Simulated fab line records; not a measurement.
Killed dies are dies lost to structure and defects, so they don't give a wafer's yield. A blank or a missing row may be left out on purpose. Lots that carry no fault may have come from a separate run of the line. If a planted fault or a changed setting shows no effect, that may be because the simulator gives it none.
Which tool did it? || flow sfqLine || Sampling: 14 lots, 42 wafers, 6 of 325 route steps

## WHAT EACH GAUGE READ, for each wafer
SFQ_M3_RS_MEAS_919: uses a four-point probe to measure. Usual: M3_NB_RS gives 0.891 ohm/sq (standard deviation 0.0077).
{"lot": "L848", "measured": "day 29 15:08", "on": "filmMetro-03", "M3_NB_RS (ohm/sq)": "0.889 0.889 0.886", "flag": ""}
{"lot": "L849", "measured": "day 35 00:28", "on": "filmMetro-03", "M3_NB_RS (ohm/sq)": "0.884 0.883 0.881", "flag": ""}
{"lot": "L852", "measured": "day 36 04:58", "on": "filmMetro-01", "M3_NB_RS (ohm/sq)": "0.890 0.877 0.878", "flag": ""}
{"lot": "L853", "measured": "day 37 09:19", "on": "filmMetro-01", "M3_NB_RS (ohm/sq)": "0.890 0.882 0.880", "flag": ""}
{"lot": "L855", "measured": "day 43 15:42", "on": "filmMetro-04", "M3_NB_RS (ohm/sq)": "0.890 0.888 0.887", "flag": ""}
{"lot": "L856", "measured": "day 44 02:06", "on": "filmMetro-01", "M3_NB_RS (ohm/sq)": "0.882 0.889 0.886", "flag": ""}
{"lot": "L857", "measured": "day 44 07:17", "on": "filmMetro-03", "M3_NB_RS (ohm/sq)": "0.896 0.901 0.888", "flag": ""}
{"lot": "L858", "measured": "day 44 09:07", "on": "filmMetro-01", "M3_NB_RS (ohm/sq)": "0.890 0.874 0.883", "flag": ""}
{"lot": "L860", "measured": "day 44 16:42", "on": "filmMetro-01", "M3_NB_RS (ohm/sq)": "0.890 0.884 0.877", "flag": ""}
{"lot": "L865", "measured": "day 45 11:47", "on": "filmMetro-04", "M3_NB_RS (ohm/sq)": "0.895 0.897 0.950", "flag": ""}
{"lot": "L867", "measured": "day 45 15:23", "on": "filmMetro-04", "M3_NB_RS (ohm/sq)": "0.902 0.912 0.911", "flag": ""}
{"lot": "L868", "measured": "day 45 18:33", "on": "filmMetro-01", "M3_NB_RS (ohm/sq)": "0.949 0.885 0.894", "flag": ""}
{"lot": "L869", "measured": "day 45 20:10", "on": "filmMetro-03", "M3_NB_RS (ohm/sq)": "0.883 0.897 0.888", "flag": ""}
{"lot": "L870", "measured": "day 45 21:58", "on": "filmMetro-01", "M3_NB_RS (ohm/sq)": "0.899 0.908 0.906", "flag": ""}

SFQ_I4_BOW_MEAS_927. Usual: I4_BOW gives 4 um (standard deviation 10).
{"lot": "L848", "measured": "day 41 19:19", "on": "filmMetro-02", "I4_BOW (um)": "-3 8 5", "flag": ""}
{"lot": "L849", "measured": "day 47 01:30", "on": "filmMetro-04", "I4_BOW (um)": "18 8 -6", "flag": ""}
{"lot": "L852", "measured": "day 47 23:32", "on": "filmMetro-03", "I4_BOW (um)": "-13 -8 -2", "flag": ""}
{"lot": "L853", "measured": "day 48 04:29", "on": "filmMetro-04", "I4_BOW (um)": "11 4 -3", "flag": ""}
{"lot": "L855", "measured": "day 55 14:57", "on": "filmMetro-02", "I4_BOW (um)": "-1 9 13", "flag": ""}
{"lot": "L856", "measured": "day 55 20:58", "on": "filmMetro-04", "I4_BOW (um)": "0 9 7", "flag": ""}
{"lot": "L857", "measured": "day 56 02:58", "on": "filmMetro-02", "I4_BOW (um)": "17 16 15", "flag": ""}
{"lot": "L858", "measured": "day 56 05:59", "on": "filmMetro-04", "I4_BOW (um)": "23 17 43", "flag": ""}
{"lot": "L860", "measured": "day 56 12:22", "on": "filmMetro-02", "I4_BOW (um)": "8 4 2", "flag": ""}
{"lot": "L865", "measured": "day 61 01:49", "on": "filmMetro-03", "I4_BOW (um)": "-6 -7 -15", "flag": ""}
{"lot": "L867", "measured": "day 61 07:49", "on": "filmMetro-03", "I4_BOW (um)": "13 25 7", "flag": ""}
{"lot": "L868", "measured": "day 61 09:12", "on": "filmMetro-04", "I4_BOW (um)": "5 13 11", "flag": ""}
{"lot": "L869", "measured": "day 61 15:12", "on": "filmMetro-02", "I4_BOW (um)": "-6 -2 1", "flag": ""}
{"lot": "L870", "measured": "day 61 18:12", "on": "filmMetro-03", "I4_BOW (um)": "7 14 7", "flag": ""}

## WHICH TOOL RAN EACH LOT (tool, then ch and the chambers of the sampled wafers, then the start)
{"lot": "L848", "SFQ_TRILAYER_M3_DEP_SPUTTER_073": "pvdSputter-05, day 29 15:02", "SFQ_TRILAYER_M3_ETCH_METAL_ETCH_078": "rieMetal-01 ch 0,1, day 35 10:10", "SFQ_TRILAYER_I3_DEP_PECVD_081": "pecvd-01 ch 0,1, day 35 11:04", "SFQ_TRILAYER_I4_DEP_PECVD_099": "pecvd-02 ch 0,2, day 41 16:14"}
{"lot": "L849", "SFQ_TRILAYER_M3_DEP_SPUTTER_073": "pvdSputter-06, day 35 00:22", "SFQ_TRILAYER_M3_ETCH_METAL_ETCH_078": "rieMetal-01 ch 0,1, day 40 17:44", "SFQ_TRILAYER_I3_DEP_PECVD_081": "pecvd-03 ch 0,2, day 40 18:38", "SFQ_TRILAYER_I4_DEP_PECVD_099": "pecvd-02 ch 0,2, day 46 22:22"}
{"lot": "L852", "SFQ_TRILAYER_M3_DEP_SPUTTER_073": "pvdSputter-06, day 36 04:52", "SFQ_TRILAYER_M3_ETCH_METAL_ETCH_078": "rieMetal-04 ch 0,1, day 41 20:14", "SFQ_TRILAYER_I3_DEP_PECVD_081": "pecvd-01 ch 1,2, day 41 21:08", "SFQ_TRILAYER_I4_DEP_PECVD_099": "pecvd-04 ch 1,2, day 47 20:23"}
{"lot": "L853", "SFQ_TRILAYER_M3_DEP_SPUTTER_073": "pvdSputter-05, day 37 09:13", "SFQ_TRILAYER_M3_ETCH_METAL_ETCH_078": "rieMetal-03 ch 0,1, day 41 21:26", "SFQ_TRILAYER_I3_DEP_PECVD_081": "pecvd-02 ch 0,1,2, day 41 22:20", "SFQ_TRILAYER_I4_DEP_PECVD_099": "pecvd-02 ch 0,1,2, day 47 22:47"}
{"lot": "L855", "SFQ_TRILAYER_M3_DEP_SPUTTER_073": "pvdSputter-03, day 43 15:37", "SFQ_TRILAYER_M3_ETCH_METAL_ETCH_078": "rieMetal-03 ch 0,1, day 43 18:29", "SFQ_TRILAYER_I3_DEP_PECVD_081": "pecvd-03 ch 0,2, day 43 19:24", "SFQ_TRILAYER_I4_DEP_PECVD_099": "pecvd-03 ch 1,2, day 54 23:22"}
{"lot": "L856", "SFQ_TRILAYER_M3_DEP_SPUTTER_073": "pvdSputter-06, day 44 01:59", "SFQ_TRILAYER_M3_ETCH_METAL_ETCH_078": "rieMetal-04 ch 0,1, day 44 12:07", "SFQ_TRILAYER_I3_DEP_PECVD_081": "pecvd-03 ch 0,1,2, day 44 13:01", "SFQ_TRILAYER_I4_DEP_PECVD_099": "pecvd-04 ch 0,1,2, day 55 05:22"}
{"lot": "L857", "SFQ_TRILAYER_M3_DEP_SPUTTER_073": "pvdSputter-03, day 44 07:11", "SFQ_TRILAYER_M3_ETCH_METAL_ETCH_078": "rieMetal-01 ch 1, day 49 14:06", "SFQ_TRILAYER_I3_DEP_PECVD_081": "pecvd-02 ch 1,2, day 49 15:00", "SFQ_TRILAYER_I4_DEP_PECVD_099": "pecvd-02 ch 0,1, day 55 12:34"}
{"lot": "L858", "SFQ_TRILAYER_M3_DEP_SPUTTER_073": "pvdSputter-06, day 44 08:59", "SFQ_TRILAYER_M3_ETCH_METAL_ETCH_078": "rieMetal-03 ch 1, day 49 15:26", "SFQ_TRILAYER_I3_DEP_PECVD_081": "pecvd-03 ch 0,1,2, day 49 16:59", "SFQ_TRILAYER_I4_DEP_PECVD_099": "pecvd-04 ch 1,2, day 55 14:58"}
{"lot": "L860", "SFQ_TRILAYER_M3_DEP_SPUTTER_073": "pvdSputter-06, day 44 16:37", "SFQ_TRILAYER_M3_ETCH_METAL_ETCH_078": "rieMetal-01 ch 0,1, day 50 00:54", "SFQ_TRILAYER_I3_DEP_PECVD_081": "pecvd-03 ch 0,1,2, day 50 01:48", "SFQ_TRILAYER_I4_DEP_PECVD_099": "pecvd-04 ch 1,2, day 55 21:19"}
{"lot": "L865", "SFQ_TRILAYER_M3_DEP_SPUTTER_073": "pvdSputter-06, day 45 11:41", "SFQ_TRILAYER_M3_ETCH_METAL_ETCH_078": "rieMetal-01 ch 0,1, day 50 16:05", "SFQ_TRILAYER_I3_DEP_PECVD_081": "pecvd-01 ch 0,2, day 50 16:59", "SFQ_TRILAYER_I4_DEP_PECVD_099": "pecvd-04 ch 0,2, day 60 22:08"}
{"lot": "L867", "SFQ_TRILAYER_M3_DEP_SPUTTER_073": "pvdSputter-03, day 45 15:17", "SFQ_TRILAYER_M3_ETCH_METAL_ETCH_078": "rieMetal-01 ch 0,1, day 50 18:29", "SFQ_TRILAYER_I3_DEP_PECVD_081": "pecvd-01 ch 0,1, day 50 19:23", "SFQ_TRILAYER_I4_DEP_PECVD_099": "pecvd-02 ch 1,2, day 61 03:03"}
{"lot": "L868", "SFQ_TRILAYER_M3_DEP_SPUTTER_073": "pvdSputter-06, day 45 18:28", "SFQ_TRILAYER_M3_ETCH_METAL_ETCH_078": "rieMetal-01 ch 0,1, day 50 20:53", "SFQ_TRILAYER_I3_DEP_PECVD_081": "pecvd-03 ch 0,1,2, day 50 21:47", "SFQ_TRILAYER_I4_DEP_PECVD_099": "pecvd-04 ch 0,1,2, day 61 04:15"}
{"lot": "L869", "SFQ_TRILAYER_M3_DEP_SPUTTER_073": "pvdSputter-05, day 45 20:05", "SFQ_TRILAYER_M3_ETCH_METAL_ETCH_078": "rieMetal-04 ch 0,1, day 50 22:07", "SFQ_TRILAYER_I3_DEP_PECVD_081": "pecvd-01 ch 0,2, day 50 23:16", "SFQ_TRILAYER_I4_DEP_PECVD_099": "pecvd-03 ch 0,1,2, day 61 06:39"}
{"lot": "L870", "SFQ_TRILAYER_M3_DEP_SPUTTER_073": "pvdSputter-03, day 45 21:53", "SFQ_TRILAYER_M3_ETCH_METAL_ETCH_078": "rieMetal-01 ch 0,1, day 50 23:17", "SFQ_TRILAYER_I3_DEP_PECVD_081": "pecvd-02 ch 0,2, day 51 00:11", "SFQ_TRILAYER_I4_DEP_PECVD_099": "pecvd-02 ch 1,2, day 61 10:15"}
- SFQ_TRILAYER_M3_DEP_SPUTTER_073: material Nb, target thk 200 nm, time 133.3 s.
- SFQ_TRILAYER_M3_ETCH_METAL_ETCH_078: etches Nb in Cl2/Ar, stops on SiO2, target depth 240 nm, time 120 s.
- SFQ_TRILAYER_I3_DEP_PECVD_081: deposits SiO2 from SiH4/N2O, time 111.11 s, target thk 500 nm.
- SFQ_TRILAYER_I4_DEP_PECVD_099: deposits SiO2 from SiH4/N2O, time 111.11 s, target thk 500 nm.

## WHAT THE TOOLS THEMSELVES READ (means of the sampled wafers that have a number; where no wafer has one, the mark that the record gives instead)
SFQ_TRILAYER_M3_DEP_SPUTTER_073. Usual: throttleValvePct 29.8 %, standard deviation 0.79.
{"lot": "L848", "tool": "pvdSputter-05", "throttleValvePct (%)": 29.8, "flag": ""}
{"lot": "L849", "tool": "pvdSputter-06", "throttleValvePct (%)": 29.6, "flag": ""}
{"lot": "L852", "tool": "pvdSputter-06", "throttleValvePct (%)": 29.3, "flag": ""}
{"lot": "L853", "tool": "pvdSputter-05", "throttleValvePct (%)": 30.0, "flag": ""}
{"lot": "L855", "tool": "pvdSputter-03", "throttleValvePct (%)": 28.7, "flag": ""}
{"lot": "L856", "tool": "pvdSputter-06", "throttleValvePct (%)": 30.0, "flag": ""}
{"lot": "L857", "tool": "pvdSputter-03", "throttleValvePct (%)": 29.4, "flag": ""}
{"lot": "L858", "tool": "pvdSputter-06", "throttleValvePct (%)": 29.4, "flag": ""}
{"lot": "L860", "tool": "pvdSputter-06", "throttleValvePct (%)": 29.7, "flag": ""}
{"lot": "L865", "tool": "pvdSputter-06", "throttleValvePct (%)": 29.1, "flag": ""}
{"lot": "L867", "tool": "pvdSputter-03", "throttleValvePct (%)": 29.6, "flag": ""}
{"lot": "L868", "tool": "pvdSputter-06", "throttleValvePct (%)": 29.6, "flag": ""}
{"lot": "L869", "tool": "pvdSputter-05", "throttleValvePct (%)": 30.1, "flag": ""}
{"lot": "L870", "tool": "pvdSputter-03", "throttleValvePct (%)": 29.6, "flag": ""}

SFQ_TRILAYER_M3_ETCH_METAL_ETCH_078. Usual: drypumpMotorCurrentA 5.90 A, standard deviation 0.27; oesProductAu 0.893 a.u., standard deviation 0.0061.
{"lot": "L848", "tool": "rieMetal-01", "drypumpMotorCurrentA (A)": 5.87, "oesProductAu (a.u.)": 0.899, "flag": ""}
{"lot": "L849", "tool": "rieMetal-01", "drypumpMotorCurrentA (A)": 5.87, "oesProductAu (a.u.)": 0.897, "flag": ""}
{"lot": "L852", "tool": "rieMetal-04", "drypumpMotorCurrentA (A)": 6.03, "oesProductAu (a.u.)": 0.898, "flag": ""}
{"lot": "L853", "tool": "rieMetal-03", "drypumpMotorCurrentA (A)": 6.00, "oesProductAu (a.u.)": 0.897, "flag": ""}
{"lot": "L855", "tool": "rieMetal-03", "drypumpMotorCurrentA (A)": 5.72, "oesProductAu (a.u.)": 0.892, "flag": ""}
{"lot": "L856", "tool": "rieMetal-04", "drypumpMotorCurrentA (A)": 5.88, "oesProductAu (a.u.)": 0.895, "flag": ""}
{"lot": "L857", "tool": "rieMetal-01", "drypumpMotorCurrentA (A)": 5.93, "oesProductAu (a.u.)": 0.894, "flag": ""}
{"lot": "L858", "tool": "rieMetal-03", "drypumpMotorCurrentA (A)": 6.27, "oesProductAu (a.u.)": 0.899, "flag": ""}
{"lot": "L860", "tool": "rieMetal-01", "drypumpMotorCurrentA (A)": 5.82, "oesProductAu (a.u.)": 0.898, "flag": ""}
{"lot": "L865", "tool": "rieMetal-01", "drypumpMotorCurrentA (A)": 5.81, "oesProductAu (a.u.)": 0.884, "flag": ""}
{"lot": "L867", "tool": "rieMetal-01", "drypumpMotorCurrentA (A)": 5.80, "oesProductAu (a.u.)": 0.881, "flag": ""}
{"lot": "L868", "tool": "rieMetal-01", "drypumpMotorCurrentA (A)": 5.82, "oesProductAu (a.u.)": 0.885, "flag": ""}
{"lot": "L869", "tool": "rieMetal-04", "drypumpMotorCurrentA (A)": 6.07, "oesProductAu (a.u.)": 0.897, "flag": ""}
{"lot": "L870", "tool": "rieMetal-01", "drypumpMotorCurrentA (A)": 5.82, "oesProductAu (a.u.)": 0.885, "flag": ""}

SFQ_TRILAYER_I3_DEP_PECVD_081. Usual: heaterPowerW 86 W, standard deviation 11; showerheadVppV 822 V, standard deviation 41; throttleValvePct 24.5 %, standard deviation 1.4.
{"lot": "L848", "tool": "pecvd-01", "heaterPowerW (W)": 93, "showerheadVppV (V)": 800, "throttleValvePct (%)": 24.8, "flag": ""}
{"lot": "L849", "tool": "pecvd-03", "heaterPowerW (W)": 91, "showerheadVppV (V)": 784, "throttleValvePct (%)": 24.8, "flag": ""}
{"lot": "L852", "tool": "pecvd-01", "heaterPowerW (W)": 89, "showerheadVppV (V)": 825, "throttleValvePct (%)": 22.1, "flag": ""}
{"lot": "L853", "tool": "pecvd-02", "heaterPowerW (W)": 78, "showerheadVppV (V)": 831, "throttleValvePct (%)": 25.3, "flag": ""}
{"lot": "L855", "tool": "pecvd-03", "heaterPowerW (W)": 92, "showerheadVppV (V)": 794, "throttleValvePct (%)": 24.5, "flag": ""}
{"lot": "L856", "tool": "pecvd-03", "heaterPowerW (W)": 85, "showerheadVppV (V)": 822, "throttleValvePct (%)": 25.0, "flag": ""}
{"lot": "L857", "tool": "pecvd-02", "heaterPowerW (W)": 69, "showerheadVppV (V)": 785, "throttleValvePct (%)": 26.2, "flag": ""}
{"lot": "L858", "tool": "pecvd-03", "heaterPowerW (W)": 83, "showerheadVppV (V)": 822, "throttleValvePct (%)": 25.1, "flag": ""}
{"lot": "L860", "tool": "pecvd-03", "heaterPowerW (W)": 89, "showerheadVppV (V)": 808, "throttleValvePct (%)": 24.8, "flag": ""}
{"lot": "L865", "tool": "pecvd-01", "heaterPowerW (W)": 79, "showerheadVppV (V)": 847, "throttleValvePct (%)": 22.6, "flag": ""}
{"lot": "L867", "tool": "pecvd-01", "heaterPowerW (W)": 90, "showerheadVppV (V)": 818, "throttleValvePct (%)": 22.8, "flag": ""}
{"lot": "L868", "tool": "pecvd-03", "heaterPowerW (W)": 87, "showerheadVppV (V)": 824, "throttleValvePct (%)": 25.1, "flag": ""}
{"lot": "L869", "tool": "pecvd-01", "heaterPowerW (W)": 82, "showerheadVppV (V)": 835, "throttleValvePct (%)": 22.9, "flag": ""}
{"lot": "L870", "tool": "pecvd-02", "heaterPowerW (W)": 85, "showerheadVppV (V)": 864, "throttleValvePct (%)": 25.2, "flag": ""}

SFQ_TRILAYER_I4_DEP_PECVD_099. Usual: heaterPowerW 82 W, standard deviation 13; showerheadVppV 851 V, standard deviation 51; throttleValvePct 25.1 %, standard deviation 1.2.
{"lot": "L848", "tool": "pecvd-02", "heaterPowerW (W)": 82, "showerheadVppV (V)": 863, "throttleValvePct (%)": 24.8, "flag": ""}
{"lot": "L849", "tool": "pecvd-02", "heaterPowerW (W)": 94, "showerheadVppV (V)": 875, "throttleValvePct (%)": 25.8, "flag": ""}
{"lot": "L852", "tool": "pecvd-04", "heaterPowerW (W)": 76, "showerheadVppV (V)": 895, "throttleValvePct (%)": 24.8, "flag": ""}
{"lot": "L853", "tool": "pecvd-02", "heaterPowerW (W)": 77, "showerheadVppV (V)": 834, "throttleValvePct (%)": 25.8, "flag": ""}
{"lot": "L855", "tool": "pecvd-03", "heaterPowerW (W)": 86, "showerheadVppV (V)": 808, "throttleValvePct (%)": 24.5, "flag": ""}
{"lot": "L856", "tool": "pecvd-04", "heaterPowerW (W)": 77, "showerheadVppV (V)": 890, "throttleValvePct (%)": 24.8, "flag": ""}
{"lot": "L857", "tool": "pecvd-02", "heaterPowerW (W)": 90, "showerheadVppV (V)": 845, "throttleValvePct (%)": 26.7, "flag": ""}
{"lot": "L858", "tool": "pecvd-04", "heaterPowerW (W)": 67, "showerheadVppV (V)": 879, "throttleValvePct (%)": 25.1, "flag": ""}
{"lot": "L860", "tool": "pecvd-04", "heaterPowerW (W)": 71, "showerheadVppV (V)": 877, "throttleValvePct (%)": 24.7, "flag": ""}
{"lot": "L865", "tool": "pecvd-04", "heaterPowerW (W)": 79, "showerheadVppV (V)": 895, "throttleValvePct (%)": 25.6, "flag": ""}
{"lot": "L867", "tool": "pecvd-02", "heaterPowerW (W)": 63, "showerheadVppV (V)": 796, "throttleValvePct (%)": 26.1, "flag": ""}
{"lot": "L868", "tool": "pecvd-04", "heaterPowerW (W)": 82, "showerheadVppV (V)": 890, "throttleValvePct (%)": 25.1, "flag": ""}
{"lot": "L869", "tool": "pecvd-03", "heaterPowerW (W)": 90, "showerheadVppV (V)": 812, "throttleValvePct (%)": 23.0, "flag": ""}
{"lot": "L870", "tool": "pecvd-02", "heaterPowerW (W)": 65, "showerheadVppV (V)": 825, "throttleValvePct (%)": 25.3, "flag": ""}

## THE ANSWER, worked out from the rows above alone
Rule: take the mean of a lot's wafers that have a number; if it is more than 3 standard deviations from the usual mean, the lot is off. A lot without any number at a reading at which 4 lots or more have one is off too. Any other lot the step has rows for is counted as sound. Order of review: gauges by route order, followed by the tools' own readings, for which a lot's mean as printed above is used. The first step at which some lot is off is used, and at that step the reading that is off furthest; a lot without a number counts as furthest.
No lot is off at any reading shown: from this, nothing can be told.

## WHAT THE SIMULATOR HAD PUT IN
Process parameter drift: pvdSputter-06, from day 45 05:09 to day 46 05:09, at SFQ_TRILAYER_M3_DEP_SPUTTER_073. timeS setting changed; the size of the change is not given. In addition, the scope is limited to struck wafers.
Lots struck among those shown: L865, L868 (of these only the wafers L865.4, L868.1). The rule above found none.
